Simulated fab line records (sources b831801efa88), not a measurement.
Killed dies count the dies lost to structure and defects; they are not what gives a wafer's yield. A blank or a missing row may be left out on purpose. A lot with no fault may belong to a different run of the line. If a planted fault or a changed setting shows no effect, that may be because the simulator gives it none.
fab line records    flow sky130
record lots=6  wafers=18  lastDay=50
route steps=708 shown VIA2@527 METAL3@532 CAPM@537 PAD_OPEN@708
lots untouched by any fault: they come from a run of this same line in which no faults occurred
startH: the number of hours between the record's first day and the start of the first shown wafer of the lot    waitH: time in hours since the lot's previous step    " unchanged from the row above    L1.1+2: one row covering several wafers at once    - value missing, or start not given    * or withheld: withheld    < > ~ a bound
route shown NAME@n: a module of which the file shows steps, and the number in the route of the first    usual: the fault-free wafers' mean and standard deviation    same: alike in all rows    chamber/n: place in a boat    sites: per-site readings    _std_site: the standard deviation of these    _edge_site: inner sites' mean taken away from outer sites' mean    radiusMm: for every site, how far away it sits from the centre of the wafer    mask NAME#n: copy n    behind: the most recent tool/chamber to have shaped the wafer    hold: reason for holding the lot/hours on hold/outcome of the hold    device: the transistor (n, p or np) that didn't switch    end of line: the route-end tests of the same wafers    a step with no rows: only its recipe    killed: count of dies lost to structure and defects at first sort (not the wafer's yield)    map: a wafer's dies, x killed, . not, _ none there
set.NAME: the run value of the setting; set.NAME@STEP: its run value at that earlier step    model.NAME: the simulator's own value behind a step, which no gauge read
lots at selected steps of the route; one table per step, one row per wafer
services: a tool's chamber out of use, with start hour (startH, from the record's first day; less than 0 if before it), hours out, and reason
## steps
# step SKY_VIA2_SPUTTER_20
# recipe material=TiN  targetThkNm=20  chamberPressurePa=5  powerW=4000  timeS=80
# step SKY_VIA2_CVD_21
# recipe material=W  targetThkNm=420  timeS=126.4  tempC=400  pressureTorr=40
# usual heaterPowerW=819/64
lot.wafer  tool     chamber  startH   waitH  heaterPowerW
L177.3     cvdW-01  0        866.78   0.1    844
L177.4     "        1        "        "      861
L177.5     "        0        "        "      845
L179.2     cvdW-01  0        884.63   0.0    826
L179.3     "        0        "        "      858
L179.4     "        1        "        "      891
L191.1     cvdW-01  0        968.21   0.0    855
L191.4     "        1        "        "      896
L191.6     "        1        "        "      896
L192.1     cvdW-01  1        978.04   0.0    894
L192.2     "        0        "        "      848
L192.3     "        1        "        "      867
L196.3     cvdW-01  0        1001.68  0.1    860
L196.4     "        1        "        "      899
L196.6     "        0        "        "      823
L197.1     cvdW-02  1        1006.22  0.0    763
L197.2     "        0        "        "      698
L197.6     "        0        "        "      690
# step SKY_VIA2_RS_MEAS_22
# recipe thkMeasGauge=four-point-probe  reads=W_of_VIA2_CVD_21+TiN_of_VIA2_SPUTTER_20
# usual VIA2_W_RS=0.271/0.0036
lot.wafer  tool          chamber  startH   waitH  VIA2_W_RS[ohm/sq]
L177.3     filmMetro-01  -        866.91   0.1    0.271
L177.4     "             -        "        "      0.274
L177.5     "             -        "        "      0.272
L179.2     filmMetro-04  -        884.79   0.1    0.273
L179.3     "             -        "        "      0.275
L179.4     "             -        "        "      0.277
L191.1     filmMetro-02  -        968.34   0.1    0.267
L191.4     "             -        "        "      0.273
L191.6     "             -        "        "      0.271
L192.1     filmMetro-02  -        978.17   0.1    0.270
L192.2     "             -        "        "      0.269
L192.3     "             -        "        "      0.270
L196.3     filmMetro-01  -        1001.81  0.1    0.269
L196.4     "             -        "        "      0.274
L196.6     "             -        "        "      0.269
L197.1     filmMetro-01  -        1006.35  0.1    0.273
L197.2     "             -        "        "      0.267
L197.6     "             -        "        "      0.266
# step SKY_VIA2_THK_MEAS_23
# recipe thkMeasGauge=xrf  reads=W_of_VIA2_CVD_21
# usual VIA2_W_THK=426/7
lot.wafer  tool          chamber  startH   waitH  VIA2_W_THK[nm]
L177.3     filmMetro-01  -        867.01   0.1    421
L177.4     "             -        "        "      413
L177.5     "             -        "        "      415
L179.2     filmMetro-04  -        884.90   0.1    427
L179.3     "             -        "        "      420
L179.4     "             -        "        "      417
L191.1     filmMetro-02  -        968.46   0.1    429
L191.4     "             -        "        "      424
L191.6     "             -        "        "      427
L192.1     filmMetro-02  -        978.29   0.1    425
L192.2     "             -        "        "      431
L192.3     "             -        "        "      425
L196.3     filmMetro-01  -        1001.91  0.1    427
L196.4     "             -        "        "      418
L196.6     "             -        "        "      424
L197.1     filmMetro-01  -        1006.47  0.1    421
L197.2     "             -        "        "      431
L197.6     "             -        "        "      433
# step SKY_VIA2_CMP_24
# recipe stopOn=SiO2  tOverpolishS=20  downForcePsi=3.5  platenRpm=60  targetThkNm=0  padVelocityMS=0.94248
# usual motorCurrentA=10.4/1.3  overpolishRunS=20.000/0.01  timeToEndpointS=100/6.1
lot.wafer  tool    chamber  startH   waitH  motorCurrentA  overpolishRunS  timeToEndpointS
L177.3     cmp-02  2        867.05   0.0    9.8            19.998          105
L177.4     "       3        "        "      12.1           20.019          94
L177.5     "       2        "        "      10.2           20.003          102
L179.2     cmp-02  0        884.95   0.0    8.8            19.996          102
L179.4     "       1        "        "      9.9            20.003          96
L179.3     "       3        "        "      11.9           19.989          95
L191.1     cmp-02  3        968.62   0.1    11.8           19.984          93
L191.4     "       0        "        "      8.4            19.994          95
L191.6     "       2        "        "      9.8            19.993          99
L192.3     cmp-02  1        978.35   0.0    9.9            19.997          87
L192.1     "       2        "        "      9.6            19.980          100
L192.2     "       0        "        "      8.6            19.994          97
L196.3     cmp-02  3        1001.95  0.0    11.9           20.014          99
L196.4     "       0        "        "      9.1            19.993          102
L196.6     "       3        "        "      11.9           20.010          99
L197.1     cmp-01  2        1006.58  0.1    11.1           20.009          96
L197.2     "       3        "        "      12.2           20.010          106
L197.6     "       2        "        "      10.7           20.006          101
# step SKY_METAL3_SPUTTER_00
# recipe material=Ti  targetThkNm=15  powerW=3000  timeS=10  chamberPressurePa=0.4
# usual cathodeDcPowerW=3000.0/0.62  throttleValvePct=30.2/0.79
lot.wafer  tool           chamber  startH   waitH  cathodeDcPowerW  throttleValvePct
L177.3     pvdSputter-04  -        867.35   0.2    2999.7           31.3
L177.4     "              -        "        "      2999.0           30.4
L177.5     "              -        "        "      3000.8           30.3
L179.2     pvdSputter-04  -        885.25   0.2    3000.3           29.2
L179.3     "              -        "        "      3001.1           30.3
L179.4     "              -        "        "      3000.6           31.2
L191.1     pvdSputter-04  -        968.82   0.1    3000.3           30.5
L191.4     "              -        "        "      3000.3           30.6
L191.6     "              -        "        "      3000.9           30.3
L192.1     pvdSputter-04  -        978.65   0.2    3000.7           30.1
L192.2     "              -        "        "      3000.7           30.3
L192.3     "              -        "        "      2999.9           31.1
L196.3     pvdSputter-01  -        1002.25  0.2    2999.8           29.2
L196.4     "              -        "        "      2999.8           30.9
L196.6     "              -        "        "      3000.2           29.6
L197.1     pvdSputter-04  -        1006.83  0.2    2999.7           29.0
L197.2     "              -        "        "      2999.3           31.1
L197.6     "              -        "        "      3000.3           30.6
# step SKY_METAL3_SPUTTER_01
# recipe material=TiN  targetThkNm=20  powerW=6329  timeS=16.7  chamberPressurePa=0.4
# step SKY_METAL3_SPUTTER_02
# recipe material=AlCu  targetThkNm=735  powerW=10600  timeS=39.1  chamberPressurePa=0.4
# usual cathodeDcPowerW=10600/1.8  throttleValvePct=30.2/0.8
lot.wafer  tool           chamber  startH   waitH  cathodeDcPowerW  throttleValvePct
L177.3     pvdSputter-04  -        867.39   0.0    10602            31.3
L177.4     "              -        "        "      10599            30.3
L177.5     "              -        "        "      10597            30.2
L179.2     pvdSputter-04  -        885.29   0.0    10599            29.2
L179.3     "              -        "        "      10602            30.6
L179.4     "              -        "        "      10602            31.3
L191.1     pvdSputter-04  -        968.87   0.0    10606            30.2
L191.4     "              -        "        "      10600            30.5
L191.6     "              -        "        "      10601            30.5
L192.1     pvdSputter-04  -        978.70   0.0    10600            30.2
L192.2     "              -        "        "      10601            30.5
L192.3     "              -        "        "      10601            31.1
L196.3     pvdSputter-01  -        1002.30  0.0    10600            29.0
L196.4     "              -        "        "      10600            31.0
L196.6     "              -        "        "      10602            29.5
L197.1     pvdSputter-04  -        1006.88  0.0    10598            29.1
L197.2     "              -        "        "      10597            31.1
L197.6     "              -        "        "      10602            30.3
# step SKY_METAL3_SPUTTER_03
# recipe material=Ti  targetThkNm=5  powerW=3000  timeS=3.3  chamberPressurePa=0.4
# usual cathodeDcPowerW=3000.0/0.55  throttleValvePct=30.2/0.76
lot.wafer  tool           chamber  startH   waitH  cathodeDcPowerW  throttleValvePct
L177.3     pvdSputter-04  -        867.43   0.0    2999.9           31.2
L177.4     "              -        "        "      3000.6           30.4
L177.5     "              -        "        "      3000.2           30.2
L179.2     pvdSputter-04  -        885.33   0.0    2999.9           29.0
L179.3     "              -        "        "      2999.1           30.5
L179.4     "              -        "        "      2999.0           31.1
L191.1     pvdSputter-04  -        968.91   0.0    2999.9           30.4
L191.4     "              -        "        "      3000.3           30.6
L191.6     "              -        "        "      2999.4           30.1
L192.1     pvdSputter-04  -        978.74   0.0    3000.8           30.4
L192.2     "              -        "        "      3000.2           30.4
L192.3     "              -        "        "      3000.6           31.0
L196.3     pvdSputter-01  -        1002.34  0.0    3000.1           29.2
L196.4     "              -        "        "      2999.6           31.0
L196.6     "              -        "        "      3000.1           29.5
L197.1     pvdSputter-04  -        1006.91  0.0    3000.5           29.1
L197.2     "              -        "        "      2999.8           31.2
L197.6     "              -        "        "      2998.8           30.4
# step SKY_METAL3_SPUTTER_04
# recipe material=TiN  targetThkNm=70  powerW=6500  timeS=58.3  chamberPressurePa=0.4
# step SKY_CAPM_CVD_00
# recipe material=SiO2  targetThkNm=15.5  tempC=400  timeS=withheld  rfW=450
# step SKY_CAPM_THK_MEAS_01
# recipe reads=SiO2_of_CAPM_CVD_00
# usual CAPM_CVD_00_THK=15.42/0.27
lot.wafer  tool          chamber  startH   waitH  CAPM_CVD_00_THK[nm]
L177.3     filmMetro-02  -        867.54   -      15.21
L177.4     "             -        "        "      15.53
L177.5     "             -        "        "      15.61
L179.2     filmMetro-02  -        885.43   -      15.50
L179.3     "             -        "        "      15.58
L179.4     "             -        "        "      15.66
L191.1     filmMetro-01  -        969.00   -      15.46
L191.4     "             -        "        "      15.72
L191.6     "             -        "        "      15.63
L192.1     filmMetro-01  -        978.83   -      15.60
L192.2     "             -        "        "      15.31
L192.3     "             -        "        "      15.34
L196.3     filmMetro-03  -        1002.46  -      14.94
L196.4     "             -        "        "      15.18
L196.6     "             -        "        "      15.39
L197.1     filmMetro-02  -        1007.01  -      15.39
L197.2     "             -        "        "      15.26
L197.6     "             -        "        "      15.67
# step SKY_CAPM_SPUTTER_02
# recipe material=TiN  targetThkNm=200  tempC=300  powerW=6500  timeS=166.7  chamberPressurePa=0.4
# usual cathodeDcPowerW=6500.0/1.2  throttleValvePct=30.0/1
lot.wafer  tool           chamber  startH   waitH  cathodeDcPowerW  throttleValvePct
L177.3     pvdSputter-01  -        867.58   0.0    6500.0           29.5
L177.4     "              -        "        "      6501.3           29.2
L177.5     "              -        "        "      6500.5           30.4
L179.2     pvdSputter-01  -        885.48   0.0    6498.1           29.4
L179.3     "              -        "        "      6496.4           30.9
L179.4     "              -        "        "      6500.0           30.9
L191.1     pvdSputter-01  -        969.06   0.1    6361.6           28.8
L191.4     "              -        "        "      6360.9           29.4
L191.6     "              -        "        "      6361.9           30.9
L192.1     pvdSputter-01  -        978.89   0.1    6361.8           30.4
L192.2     "              -        "        "      6362.9           29.5
L192.3     "              -        "        "      6361.0           29.0
L196.3     pvdSputter-04  -        1002.50  0.0    6501.3           30.4
L196.4     "              -        "        "      6501.3           30.2
L196.6     "              -        "        "      6500.7           30.2
L197.1     pvdSputter-02  -        1007.07  0.1    6500.4           27.7
L197.2     "              -        "        "      6501.5           29.3
L197.6     "              -        "        "      6500.8           30.8
# step SKY_CAPM_RS_MEAS_03
# recipe thkMeasGauge=four-point-probe  reads=TiN_of_CAPM_SPUTTER_02
# usual CAPM_TIN_RS=6.89/0.11
lot.wafer  tool          chamber  startH   waitH  CAPM_TIN_RS[ohm/sq]
L177.3     filmMetro-03  -        867.73   0.1    6.80
L177.4     "             -        "        "      6.86
L177.5     "             -        "        "      6.70
L179.2     filmMetro-01  -        885.61   0.1    6.81
L179.3     "             -        "        "      6.90
L179.4     "             -        "        "      6.69
L191.1     filmMetro-01  -        969.17   0.1    7.04
L191.4     "             -        "        "      6.95
L191.6     "             -        "        "      7.00
L192.1     filmMetro-02  -        979.00   0.1    6.86
L192.2     "             -        "        "      6.93
L192.3     "             -        "        "      7.03
L196.3     filmMetro-02  -        1002.64  0.1    6.94
L196.4     "             -        "        "      6.85
L196.6     "             -        "        "      6.90
L197.1     filmMetro-03  -        1007.18  0.1    7.04
L197.2     "             -        "        "      6.83
L197.6     "             -        "        "      7.04
# step SKY_PAD_OPEN_PROBE_99
# usual defectLimitedYield=82.7/1.8  killed_at_M0_to_M3=42/7.2  killed_at_M4_up=3.4/2.1  killedAtContacts=24/5.4  killedAtFrontEnd=15/4  killedAtOther=0.3/0.53  killedDies=85/8.8  killedOpen=47/6.7  killedShort=38/6.5  sort_bin_3_pad_short=0.8/0.4  sort_bin_5_function=10.2/1.3  sort_bin_6_memory=6.2/1.2  sortNPass=407/8.8  sortYieldPct=82.7/1.8
# same grossDies=492  killedAtBackSide=0  sort_bin_4_leakage[%]=0  sort_bin_8_speed[%]=0
lot.wafer  tool       chamber  startH   waitH  defectLimitedYield[%]  killed_at_M0_to_M3  killed_at_M4_up  killedAtContacts  killedAtFrontEnd  killedAtOther  killedDies  killedOpen  killedShort  sort_bin_3_pad_short[%]  sort_bin_5_function[%]  sort_bin_6_memory[%]  sortNPass  sortYieldPct[%]
L177.3     prober-02  -        1093.98  0.2    82.1                   54                  3                25                6                 0              88          36          52           1.4                      10.2                    6.3                   404        82.1
L177.4     prober-02  -        1094.03  0.2    80.5                   49                  6                31                8                 2              96          53          43           0.2                      12.4                    6.9                   396        80.5
L177.5     prober-02  -        1094.08  0.2    79.3                   44                  4                32                21                1              102         56          46           0.6                      12.2                    7.9                   390        79.3
L179.2     prober-02  -        1105.55  0.1    85.4                   43                  2                14                13                0              72          40          32           0.4                      8.1                     6.1                   420        85.4
L179.3     prober-02  -        1105.60  0.2    84.1                   39                  1                21                17                0              78          38          40           0.4                      8.1                     7.3                   414        84.1
L179.4     prober-02  -        1105.65  0.2    85.0                   31                  4                21                18                0              74          39          34           0.4                      9.8                     4.9                   418        85.0
L191.1     prober-02  -        1168.66  0.1    82.3                   38                  4                22                22                1              87          54          33           0.8                      11.2                    5.7                   405        82.3
L191.4     prober-02  -        1168.81  0.2    83.7                   39                  4                19                17                1              80          39          39           1.4                      10.2                    4.7                   412        83.7
L191.6     prober-02  -        1168.91  0.2    84.3                   37                  1                27                12                0              77          37          40           1.0                      10.8                    3.9                   415        84.3
L192.1     prober-01  -        1176.48  0.1    80.7                   51                  6                15                23                0              95          52          42           0.6                      13.0                    5.7                   397        80.7
L192.2     prober-01  -        1176.53  0.1    81.5                   48                  3                22                18                0              91          53          36           0.4                      10.6                    7.5                   401        81.5
L192.3     prober-01  -        1176.58  0.2    83.5                   35                  8                18                20                0              81          52          29           0.6                      9.3                     6.5                   411        83.5
L196.3     prober-02  -        1193.14  0.2    80.5                   52                  4                27                13                0              96          51          45           0.8                      12.4                    6.3                   396        80.5
L196.4     prober-02  -        1193.19  0.2    81.1                   46                  3                32                11                1              93          49          44           1.2                      10.0                    7.7                   399        81.1
L196.6     prober-02  -        1193.29  0.2    81.7                   47                  6                22                14                1              90          51          39           0.4                      9.1                     8.7                   402        81.7
L197.1     prober-01  -        1196.84  0.1    84.1                   38                  5                18                16                1              78          39          38           0.8                      7.1                     7.9                   414        84.1
L197.2     prober-01  -        1196.89  0.1    83.5                   42                  4                19                15                1              81          44          34           0.8                      8.1                     7.5                   411        83.5
L197.6     prober-01  -        1197.09  0.2    81.7                   49                  2                24                15                0              90          43          47           1.2                      9.8                     7.3                   402        81.7
# killed by level:class
L177.3 METAL1:geometricParticle:short=13 LI_CONTACT:geometricParticle:open=10 VIA1:geometricParticle:open=8 VIA1:geometricParticle:short=8 VIA2:geometricParticle:short=6 CONTACT:geometricParticle:open=5 METAL2:geometricParticle:short=5 VIA3:geometricParticle:open=5
L177.4 CONTACT:geometricParticle:open=11 VIA2:geometricParticle:open=10 VIA1:geometricParticle:open=9 VIA1:geometricParticle:short=6 LI_CONTACT:geometricParticle:open=5 LOCAL_INTERCONNECT:geometricParticle:short=5 CONTACT:geometricParticle:short=5 METAL2:geometricParticle:short=5
L177.5 CONTACT:geometricParticle:open=11 CONTACT:geometricParticle:short=9 VIA2:geometricParticle:open=9 VIA1:geometricParticle:open=8 POLY_GATE:geometricParticle:short=6 METAL1:geometricParticle:short=6 VIA1:geometricParticle:short=6 FIELD_ISO:geometricParticle:open=5
L179.2 VIA1:geometricParticle:open=7 VIA3:geometricParticle:open=7 METAL1:geometricParticle:short=6 VIA2:geometricParticle:open=6 POLY_GATE:geometricParticle:short=5 CONTACT:geometricParticle:open=5 FIELD_ISO:geometricParticle:open=4 VIA2:geometricParticle:short=4
L179.3 METAL2:geometricParticle:short=9 VIA3:geometricParticle:open=8 POLY_GATE:geometricParticle:short=6 LI_CONTACT:geometricParticle:open=6 CONTACT:geometricParticle:short=6 METAL1:geometricParticle:short=5 POLY_GATE:geometricParticle:open=4 CONTACT:geometricParticle:open=4
L179.4 CONTACT:geometricParticle:open=8 POLY_GATE:geometricParticle:short=7 VIA2:geometricParticle:open=6 VIA3:geometricParticle:open=6 POLY_GATE:geometricParticle:open=5 VIA1:geometricParticle:open=5 LOCAL_INTERCONNECT:geometricParticle:short=5 VIA1:geometricParticle:short=5
L191.1 CONTACT:geometricParticle:open=15 VIA1:geometricParticle:open=9 VIA3:geometricParticle:open=8 VIA2:geometricParticle:open=6 FIELD_ISO:geometricParticle:open=5 METAL1:geometricParticle:short=5 FIELD_ISO:geometricParticle:short=4 POLY_GATE:geometricParticle:short=4
L191.4 METAL3:geometricParticle:short=7 CONTACT:geometricParticle:short=7 VIA1:geometricParticle:open=7 VIA2:geometricParticle:open=7 CONTACT:geometricParticle:open=6 METAL2:geometricParticle:short=5 FIELD_ISO:geometricParticle:open=4 POLY_GATE:geometricParticle:open=4
L191.6 VIA1:geometricParticle:open=10 CONTACT:geometricParticle:short=8 CONTACT:geometricParticle:open=8 METAL2:geometricParticle:short=6 METAL1:geometricParticle:short=6 LI_CONTACT:geometricParticle:open=5 LOCAL_INTERCONNECT:geometricParticle:short=5 VIA2:geometricParticle:open=5
L192.1 VIA2:geometricParticle:open=8 FIELD_ISO:geometricParticle:open=7 METAL2:geometricParticle:short=7 VIA1:geometricParticle:open=7 POLY_GATE:geometricParticle:open=6 VIA3:geometricParticle:open=6 CONTACT:geometricParticle:open=5 VIA3:geometricParticle:short=5
L192.2 VIA1:geometricParticle:open=15 METAL1:geometricParticle:short=10 VIA3:geometricParticle:open=9 LI_CONTACT:geometricParticle:open=8 FIELD_ISO:geometricParticle:open=6 CONTACT:geometricParticle:short=5 POLY_GATE:geometricParticle:open=4 CONTACT:geometricParticle:open=4
L192.3 LI_CONTACT:geometricParticle:open=9 VIA1:geometricParticle:open=8 VIA3:geometricParticle:open=8 POLY_GATE:geometricParticle:open=6 METAL2:geometricParticle:short=5 METAL4:geometricParticle:short=5 VIA2:geometricParticle:open=5 METAL3:geometricParticle:short=5
L196.3 VIA1:geometricParticle:open=12 CONTACT:geometricParticle:open=11 METAL2:geometricParticle:short=8 LI_CONTACT:geometricParticle:open=8 FIELD_ISO:geometricParticle:short=5 POLY_GATE:geometricParticle:open=5 CONTACT:geometricParticle:short=5 VIA1:geometricParticle:short=5
L196.4 LI_CONTACT:geometricParticle:open=10 CONTACT:geometricParticle:open=10 METAL1:geometricParticle:short=8 METAL2:geometricParticle:short=7 VIA2:geometricParticle:open=7 VIA1:geometricParticle:open=6 VIA2:geometricParticle:short=6 CONTACT:geometricParticle:short=5
L196.6 VIA1:geometricParticle:open=16 VIA3:geometricParticle:open=9 LI_CONTACT:geometricParticle:open=8 POLY_GATE:geometricParticle:short=6 CONTACT:geometricParticle:open=6 VIA2:geometricParticle:open=5 METAL2:geometricParticle:short=5 LI_CONTACT:geometricParticle:short=4
L197.1 CONTACT:geometricParticle:short=6 CONTACT:geometricParticle:open=6 VIA1:geometricParticle:open=6 VIA2:geometricParticle:open=6 FIELD_ISO:geometricParticle:short=5 POLY_GATE:geometricParticle:open=5 METAL1:geometricParticle:short=5 VIA1:geometricParticle:short=5
L197.2 VIA1:geometricParticle:open=10 CONTACT:geometricParticle:open=8 VIA2:geometricParticle:open=6 VIA3:geometricParticle:open=6 VIA1:geometricParticle:short=5 METAL2:geometricParticle:short=5 LI_CONTACT:geometricParticle:open=4 METAL1:geometricParticle:short=4
L197.6 CONTACT:geometricParticle:open=11 VIA1:geometricParticle:open=9 METAL1:geometricParticle:short=7 VIA2:geometricParticle:open=7 VIA3:geometricParticle:short=6 METAL2:geometricParticle:short=6 VIA1:geometricParticle:short=5 LI_CONTACT:geometricParticle:open=4
## services
tool           chamber  startH   hours  kind
pvdSputter-01  -        847.65   0.8    repair
cvdW-01        -        857.58   0.6    repair
cmp-01         -        884.75   2.9    repair
cmp-02         -        897.51   2.3    repair
cvdW-02        -        904.00   14.0   pm
cvdW-02        0        904.00   14.0   ventCycle
cvdW-02        1        904.00   14.0   ventCycle
pvdSputter-01  -        910.02   2.1    repair
cmp-02         -        912.15   4.0    pm
cmp-02         -        913.13   3.7    repair
cmp-02         -        916.15   -      consumableReplace:conditioner
cmp-02         -        916.15   -      consumableReplace:pad
cvdW-02        0        918.00   -      clean
cvdW-02        1        918.00   -      clean
cmp-02         -        921.65   0.5    repair
cvdW-01        -        956.31   1.8    repair
cmp-02         -        957.01   2.2    repair
cmp-01         -        971.55   4.0    repair
pvdSputter-01  -        1006.33  3.4    repair
## key
firstSign step=SKY_CAPM_SPUTTER_02  reading=cathodeDcPowerW  direction=down  sigmas=99+  usual=6500.0  struck=6361.7
effect none on later readings
metAt SKY_CAPM_SPUTTER_02
struckWafers L191.1,L191.4,L191.6,L192.1,L192.2,L192.3
onsetBetween 885.48 969.06
fault kind=processParameterDrift  tool=pvdSputter-01  chamber=-  onsetH=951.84  steps=SKY_CAPM_SPUTTER_02  channel=powerW  offset=*  shape=step  endH=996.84  actsIn=*  stated=*
